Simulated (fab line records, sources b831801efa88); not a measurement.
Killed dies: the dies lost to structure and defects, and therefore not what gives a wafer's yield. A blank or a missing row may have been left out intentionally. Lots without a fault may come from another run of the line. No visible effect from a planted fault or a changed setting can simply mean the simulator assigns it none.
Check of tool commonality    flow gf180mcu    Sample size 12 lots and 36 wafers

REASON FOR OPENING
At GF_CONTACT_RS_MEAS_25 the reading CONTACT_W_RS is flagged on 2 of 12 lots. Wafers without a fault read 0.386 ohm/sq, standard deviation 0.0039.
Rule: a lot gets a flag if all its wafers with a number sit over 4 standard deviations from that mean, or if no wafer of it has a number. The other lots count as sound.

lot   measured      on            CONTACT_W_RS (ohm/sq), wafer by wafer  flag
L146  day 16 04:56  filmMetro-04  0.389 0.387 0.387                      
L149  day 17 10:17  filmMetro-04  0.384 0.386 0.388                      
L150  day 18 01:05  filmMetro-03  0.387 0.381 0.384                      
L151  day 18 03:05  filmMetro-03  0.383 0.386 0.380                      
L152  day 18 16:24  filmMetro-01  0.380 0.382 0.382                      
L157  day 20 17:10  filmMetro-03  0.405 0.402 0.404                      FLAGGED
L159  day 21 06:14  filmMetro-01  0.405 0.404 0.410                      FLAGGED
L162  day 21 22:46  filmMetro-01  0.387 0.386 0.385                      
L164  day 22 18:05  filmMetro-01  0.389 0.386 0.390                      
L167  day 23 16:36  filmMetro-01  0.383 0.378 0.383                      
L168  day 24 11:26  filmMetro-04  0.394 0.386 0.390                      
L169  day 24 14:29  filmMetro-04  0.385 0.381 0.382                      
On average the flagged lots' numbers are 0.405 ohm/sq, which is +0.019 ohm/sq against the usual, or +5 standard deviations.

LOT BY LOT: THE TOOL USED
The record holds 3 process steps before the reading, out of a route of 602 steps. In each cell: the tool, then ch and the chambers that the sampled wafers went through, then the start.
lot   flag     GF_SALICIDE_SPUTTER_02       GF_SALICIDE_RTA_06               GF_CONTACT_CVD_24
L146           pvdSputter-02, day 15 05:01  rtpAnneal-01 ch 0, day 15 05:17  cvdW-02 ch 1, day 16 04:46
L149           pvdSputter-03, day 16 09:28  rtpAnneal-02 ch 0, day 16 09:44  cvdW-02 ch 0,1, day 17 10:11
L150           pvdSputter-04, day 16 23:28  rtpAnneal-01 ch 0, day 16 23:43  cvdW-02 ch 0,1, day 18 00:56
L151           pvdSputter-04, day 17 01:37  rtpAnneal-02 ch 0, day 17 01:50  cvdW-01 ch 0,1, day 18 02:59
L152           pvdSputter-03, day 17 15:10  rtpAnneal-02 ch 0, day 17 15:24  cvdW-01 ch 0,1, day 18 16:18
L157  FLAGGED  pvdSputter-03, day 19 14:52  rtpAnneal-02 ch 0, day 19 15:06  cvdW-02 ch 0,1, day 20 17:04
L159  FLAGGED  pvdSputter-03, day 20 04:02  rtpAnneal-02 ch 0, day 20 04:16  cvdW-02 ch 0,1, day 21 06:08
L162           pvdSputter-04, day 20 21:40  rtpAnneal-02 ch 0, day 20 21:53  cvdW-01 ch 1, day 21 22:40
L164           pvdSputter-02, day 21 16:55  rtpAnneal-01 ch 0, day 21 17:10  cvdW-01 ch 0,1, day 22 17:59
L167           pvdSputter-02, day 22 15:11  rtpAnneal-01 ch 0, day 22 15:26  cvdW-01 ch 1, day 23 16:30
L168           pvdSputter-03, day 23 11:09  rtpAnneal-02 ch 0, day 23 11:23  cvdW-01 ch 0,1, day 24 11:20
L169           pvdSputter-03, day 23 14:22  rtpAnneal-02 ch 0, day 23 14:37  cvdW-02 ch 0,1, day 24 14:23
These steps, and what they do:
- GF_SALICIDE_SPUTTER_02: material Co, target thk 10 nm, time 20 s.
- GF_SALICIDE_RTA_06: time 30 s.
- GF_CONTACT_CVD_24: deposits W, target thk 300 nm, time 90.339 s.
- GF_CONTACT_RS_MEAS_25: measures by four-point-probe.

FLAGGED AGAINST TOTAL, ONE TOOL AT A TIME (gauges that did the reading follow at the end)
step                    tool           lots run  flagged  share of the flagged lots  sound lots run after its first flagged lot
GF_SALICIDE_SPUTTER_02  pvdSputter-02  3         0        none                       -
GF_SALICIDE_SPUTTER_02  pvdSputter-03  6         2        all                        2 (L168,L169)
GF_SALICIDE_SPUTTER_02  pvdSputter-04  3         0        none                       -
GF_SALICIDE_RTA_06      rtpAnneal-01   4         0        none                       -
GF_SALICIDE_RTA_06      rtpAnneal-02   8         2        all                        3 (L162,L168,L169)
GF_CONTACT_CVD_24       cvdW-01        6         0        none                       -
GF_CONTACT_CVD_24       cvdW-02        6         2        all                        1 (L169)
GF_CONTACT_RS_MEAS_25   filmMetro-01   5         1        some                       3 (L162,L164,L167)
GF_CONTACT_RS_MEAS_25   filmMetro-03   3         1        some                       0
GF_CONTACT_RS_MEAS_25   filmMetro-04   4         0        none                       -

WHAT IS ALLOWED BY THE TABLE
Rows of the table that ran every flagged lot, 3 in all: pvdSputter-03 at GF_SALICIDE_SPUTTER_02, rtpAnneal-02 at GF_SALICIDE_RTA_06, cvdW-02 at GF_CONTACT_CVD_24.
- pvdSputter-03 at GF_SALICIDE_SPUTTER_02 ran 6 lots, 2 of them flagged. Sound lots ran on it after the first flagged one (L168, L169), which a lasting fault on the whole tool wouldn't allow.
- rtpAnneal-02 at GF_SALICIDE_RTA_06 ran 8 lots, 2 of them flagged. Sound lots ran on it after the first flagged one (L162, L168, L169), which a lasting fault on the whole tool wouldn't allow.
- cvdW-02 at GF_CONTACT_CVD_24 ran 6 lots, 2 of them flagged. Sound lots ran on it after the first flagged one (L169), which a lasting fault on the whole tool wouldn't allow. Its own readings (susceptorTempC) fall more than 4 standard deviations out on all wafers of the flagged lots.
There is no row in the table that ran each flagged lot and no sound lot after the first.

WHAT HAD BEEN PUT IN BY THE SIMULATOR
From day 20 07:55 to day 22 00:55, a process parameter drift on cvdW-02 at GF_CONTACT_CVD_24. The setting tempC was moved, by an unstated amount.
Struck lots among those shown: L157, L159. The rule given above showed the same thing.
